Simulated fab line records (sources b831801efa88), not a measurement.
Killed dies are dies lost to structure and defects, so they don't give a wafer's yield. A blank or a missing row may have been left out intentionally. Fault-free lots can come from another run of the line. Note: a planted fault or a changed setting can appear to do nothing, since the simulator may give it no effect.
2 desks looking at one fault ; flow gf180mcu ; numbers are kept per desk, each desk with only its own; the story behind them comes last

== DESK OF THE TOOL OWNER: pvd-sputter-03 ==
The tool's own readings at GF_V3_SPUTTER_21 (material Ti, target thk 15 nm, time 80.02 s): means of the sampled wafers that have a number, for each lot that ran on this tool. The brackets show how far a lot's mean lies from the usual mean; more than 4 standard deviations puts the lot out of limits, marked OUT.
Columns: A = cathode-dc-power-W at GF_V3_SPUTTER_21, usual 2500.0 W; B = throttle-valve-pct at GF_V3_SPUTTER_21, usual 30.5 %
lot;first seen here;A;B
L642;day 23 03:23;2499.6;30.5
L645;day 24 03:29;2500.2;30.8
L648;day 25 05:43;2499.5;30.9
L655;day 27 11:11;2658.0 (+99 or more) OUT;31.4
This desk's finding: out of limits on L655; first on L655, day 27 11:11 (cathode-dc-power-W at GF_V3_SPUTTER_21). L642, L645, L648: within limits.

== FROM THE METROLOGY DESK ==
Means of the sampled wafers that have a number, per lot and without regard to the tool the lot ran on: this is what the gauges read. The brackets show how far a lot's mean lies from the usual mean; more than 4 standard deviations puts the lot out of limits, marked OUT.
Columns: A = M2_ALCU_THK at GF_M2_THK_MEAS_06, usual 437 nm; B = cd-nm at GF_V3_CD_MEAS_14, usual 260.2 nm
lot;first seen here;A;B
L641;day 18 11:58;434;262.4
L642;day 18 23:32;434;262.7
L643;day 19 15:14;428;261.9
L644;day 19 21:22;436;260.1
L645;day 19 23:32;442;258.9
L648;day 21 05:21;443;259.1
L649;day 21 13:05;436;259.7
L650;day 21 22:03;433;261.1
L655;day 23 17:50;442;260.0
L656;day 24 03:47;433;261.7
L661;day 25 15:46;435;260.5
L662;day 25 23:05;444;260.2
L663;day 26 04:42;441;261.3
Finding of this desk: none of the 13 lots has anything out of limits.

== BROUGHT TOGETHER ==
The tool owner's desk could have raised an alarm at day 27 11:11, on L655.
The metrology desk saw nothing out of limits.
The metrology desk has L655 on record, within its limits.
GF_V3_SPUTTER_21 was run on pvd-sputter-03 by each of the lots named.

== WHAT THE SIMULATOR HAD PUT IN ==
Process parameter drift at GF_V3_SPUTTER_21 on pvd-sputter-03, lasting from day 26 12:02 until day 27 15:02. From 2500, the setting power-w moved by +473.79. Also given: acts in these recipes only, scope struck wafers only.
Struck lots among those shown: L655.
How many hours passed from the start of the fault until each desk's first out-of-limits reading: the tool owner's desk, 23.
